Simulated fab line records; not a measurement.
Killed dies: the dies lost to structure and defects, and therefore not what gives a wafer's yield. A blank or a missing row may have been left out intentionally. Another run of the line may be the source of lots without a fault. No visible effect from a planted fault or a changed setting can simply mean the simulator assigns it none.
Matching of chambers || flow gf180mcu || 4 sister chambers for GF_CONTACT_CMP_04 on cmp-02
The step polishes SiO2. 33 wafers are shown with their chamber, then 12 later ones without.

WAFERS WITH THEIR CHAMBER
{"wafer": "L076.3", "chamber": 3, "motor-current-A (A)": 13.4, "time-to-endpoint-s (s)": 101, "retaining-ring-pressure-frac": 1.005}
{"wafer": "L076.5", "chamber": 2, "motor-current-A (A)": 12.5, "time-to-endpoint-s (s)": 106, "retaining-ring-pressure-frac": 1.002}
{"wafer": "L076.6", "chamber": 1, "motor-current-A (A)": 10.6, "time-to-endpoint-s (s)": 110, "retaining-ring-pressure-frac": 0.989}
{"wafer": "L078.2", "chamber": 2, "motor-current-A (A)": 12.1, "time-to-endpoint-s (s)": 104, "retaining-ring-pressure-frac": 0.995}
{"wafer": "L078.4", "chamber": 3, "motor-current-A (A)": 12.5, "time-to-endpoint-s (s)": 110, "retaining-ring-pressure-frac": 0.993}
{"wafer": "L078.6", "chamber": 3, "motor-current-A (A)": 12.7, "time-to-endpoint-s (s)": 110, "retaining-ring-pressure-frac": 0.995}
{"wafer": "L080.2", "chamber": 3, "motor-current-A (A)": 13.1, "time-to-endpoint-s (s)": 107, "retaining-ring-pressure-frac": 1.000}
{"wafer": "L080.4", "chamber": 1, "motor-current-A (A)": 11.2, "time-to-endpoint-s (s)": 113, "retaining-ring-pressure-frac": 1.012}
{"wafer": "L080.5", "chamber": 3, "motor-current-A (A)": 12.7, "time-to-endpoint-s (s)": 116, "retaining-ring-pressure-frac": 0.995}
{"wafer": "L082.1", "chamber": 0, "motor-current-A (A)": 11.4, "time-to-endpoint-s (s)": 111, "retaining-ring-pressure-frac": 1.003}
{"wafer": "L082.3", "chamber": 2, "motor-current-A (A)": 12.7, "time-to-endpoint-s (s)": 114, "retaining-ring-pressure-frac": 0.995}
{"wafer": "L082.5", "chamber": 2, "motor-current-A (A)": 12.5, "time-to-endpoint-s (s)": 114, "retaining-ring-pressure-frac": 0.993}
{"wafer": "L083.3", "chamber": 1, "motor-current-A (A)": 10.7, "time-to-endpoint-s (s)": 101, "retaining-ring-pressure-frac": 1.003}
{"wafer": "L083.4", "chamber": 0, "motor-current-A (A)": 11.8, "time-to-endpoint-s (s)": 109, "retaining-ring-pressure-frac": 1.001}
{"wafer": "L083.5", "chamber": 3, "motor-current-A (A)": 12.9, "time-to-endpoint-s (s)": 111, "retaining-ring-pressure-frac": 0.997}
{"wafer": "L086.2", "chamber": 3, "motor-current-A (A)": 13.8, "time-to-endpoint-s (s)": 105, "retaining-ring-pressure-frac": 0.997}
{"wafer": "L086.5", "chamber": 1, "motor-current-A (A)": 11.1, "time-to-endpoint-s (s)": 111, "retaining-ring-pressure-frac": 0.998}
{"wafer": "L086.6", "chamber": 2, "motor-current-A (A)": 11.9, "time-to-endpoint-s (s)": 111, "retaining-ring-pressure-frac": 0.995}
{"wafer": "L088.2", "chamber": 3, "motor-current-A (A)": 13.0, "time-to-endpoint-s (s)": 109, "retaining-ring-pressure-frac": 1.002}
{"wafer": "L088.3", "chamber": 1, "motor-current-A (A)": 10.6, "time-to-endpoint-s (s)": 107, "retaining-ring-pressure-frac": 1.001}
{"wafer": "L088.6", "chamber": 1, "motor-current-A (A)": 10.9, "time-to-endpoint-s (s)": 113, "retaining-ring-pressure-frac": 1.002}
{"wafer": "L089.2", "chamber": 2, "motor-current-A (A)": 12.9, "time-to-endpoint-s (s)": 103, "retaining-ring-pressure-frac": 1.002}
{"wafer": "L089.4", "chamber": 3, "motor-current-A (A)": 13.0, "time-to-endpoint-s (s)": 102, "retaining-ring-pressure-frac": 0.997}
{"wafer": "L089.6", "chamber": 0, "motor-current-A (A)": 11.4, "time-to-endpoint-s (s)": 101, "retaining-ring-pressure-frac": 1.000}
{"wafer": "L090.1", "chamber": 2, "motor-current-A (A)": 12.5, "time-to-endpoint-s (s)": 102, "retaining-ring-pressure-frac": 0.994}
{"wafer": "L090.3", "chamber": 3, "motor-current-A (A)": 13.1, "time-to-endpoint-s (s)": 99, "retaining-ring-pressure-frac": 1.000}
{"wafer": "L090.5", "chamber": 3, "motor-current-A (A)": 12.6, "time-to-endpoint-s (s)": 110, "retaining-ring-pressure-frac": 1.006}
{"wafer": "L091.3", "chamber": 3, "motor-current-A (A)": 13.0, "time-to-endpoint-s (s)": 104, "retaining-ring-pressure-frac": 0.992}
{"wafer": "L091.4", "chamber": 1, "motor-current-A (A)": 11.0, "time-to-endpoint-s (s)": 115, "retaining-ring-pressure-frac": 0.994}
{"wafer": "L091.5", "chamber": 0, "motor-current-A (A)": 11.6, "time-to-endpoint-s (s)": 113, "retaining-ring-pressure-frac": 1.002}
{"wafer": "L092.1", "chamber": 3, "motor-current-A (A)": 13.5, "time-to-endpoint-s (s)": 108, "retaining-ring-pressure-frac": 1.000}
{"wafer": "L092.3", "chamber": 2, "motor-current-A (A)": 12.9, "time-to-endpoint-s (s)": 102, "retaining-ring-pressure-frac": 1.006}
{"wafer": "L092.6", "chamber": 0, "motor-current-A (A)": 12.3, "time-to-endpoint-s (s)": 105, "retaining-ring-pressure-frac": 0.991}

SIGNATURES (averages over the wafers above)
{"reading": "motor-current-A", "chamber 0": 11.700, "chamber 1": 10.871, "chamber 2": 12.500, "chamber 3": 13.023, "scatter within a chamber": 0.345}
{"reading": "time-to-endpoint-s", "chamber 0": 107.80, "chamber 1": 110.00, "chamber 2": 107.00, "chamber 3": 107.08, "scatter within a chamber": 4.86}
{"reading": "retaining-ring-pressure-frac", "chamber 0": 0.99940, "chamber 1": 0.99986, "chamber 2": 0.99775, "chamber 3": 0.99838, "scatter within a chamber": 0.00524}
Rule: distance of a wafer from a chamber = root of the sum over the readings of ((wafer's reading minus chamber's mean) / reading's scatter) squared. The wafer belongs to the nearest chamber; if the next one is less than 2 further off, it can't be placed. The scatter is the square root of a quotient: the sum, over the shown wafers, of each reading's squared deviation from its chamber's mean, divided by wafers minus chambers.

WAFERS WITHOUT THEIR CHAMBER
{"wafer": "L093.2", "motor-current-A (A)": 10.5, "time-to-endpoint-s (s)": 97, "retaining-ring-pressure-frac": 1.000}
{"wafer": "L093.4", "motor-current-A (A)": 12.1, "time-to-endpoint-s (s)": 111, "retaining-ring-pressure-frac": 0.998}
{"wafer": "L093.6", "motor-current-A (A)": 11.2, "time-to-endpoint-s (s)": 114, "retaining-ring-pressure-frac": 1.001}
{"wafer": "L094.1", "motor-current-A (A)": 13.2, "time-to-endpoint-s (s)": 110, "retaining-ring-pressure-frac": 1.007}
{"wafer": "L094.2", "motor-current-A (A)": 12.5, "time-to-endpoint-s (s)": 113, "retaining-ring-pressure-frac": 0.997}
{"wafer": "L094.3", "motor-current-A (A)": 11.7, "time-to-endpoint-s (s)": 112, "retaining-ring-pressure-frac": 1.008}
{"wafer": "L096.2", "motor-current-A (A)": 12.5, "time-to-endpoint-s (s)": 110, "retaining-ring-pressure-frac": 1.000}
{"wafer": "L096.3", "motor-current-A (A)": 10.9, "time-to-endpoint-s (s)": 107, "retaining-ring-pressure-frac": 1.002}
{"wafer": "L096.4", "motor-current-A (A)": 12.9, "time-to-endpoint-s (s)": 111, "retaining-ring-pressure-frac": 0.998}
{"wafer": "L097.2", "motor-current-A (A)": 10.5, "time-to-endpoint-s (s)": 113, "retaining-ring-pressure-frac": 1.009}
{"wafer": "L097.3", "motor-current-A (A)": 12.4, "time-to-endpoint-s (s)": 111, "retaining-ring-pressure-frac": 0.992}
{"wafer": "L097.4", "motor-current-A (A)": 13.2, "time-to-endpoint-s (s)": 118, "retaining-ring-pressure-frac": 1.009}

THE CHAMBER EACH PASSED THROUGH
{"wafer": "L093.2", "from the rows above": "can't be placed: 1 or 0", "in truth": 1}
{"wafer": "L093.4", "from the rows above": "can't be placed: 0 or 2 or 3", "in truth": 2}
{"wafer": "L093.6", "from the rows above": "can't be placed: 1 or 0", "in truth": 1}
{"wafer": "L094.1", "from the rows above": "can't be placed: 3 or 2", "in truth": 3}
{"wafer": "L094.2", "from the rows above": "can't be placed: 2 or 3 or 0", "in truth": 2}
{"wafer": "L094.3", "from the rows above": "can't be placed: 0 or 1 or 2", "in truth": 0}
{"wafer": "L096.2", "from the rows above": "can't be placed: 2 or 3 or 0", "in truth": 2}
{"wafer": "L096.3", "from the rows above": "can't be placed: 1 or 0", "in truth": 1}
{"wafer": "L096.4", "from the rows above": "can't be placed: 3 or 2", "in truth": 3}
{"wafer": "L097.2", "from the rows above": "can't be placed: 1 or 0", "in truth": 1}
{"wafer": "L097.3", "from the rows above": "can't be placed: 2 or 3 or 0", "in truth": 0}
{"wafer": "L097.4", "from the rows above": "can't be placed: 3 or 2", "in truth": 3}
Correct placement for 0 of the 12. Not placeable from these rows: 12 (in 12, the candidates include the true chamber). Number placed wrongly: 0.
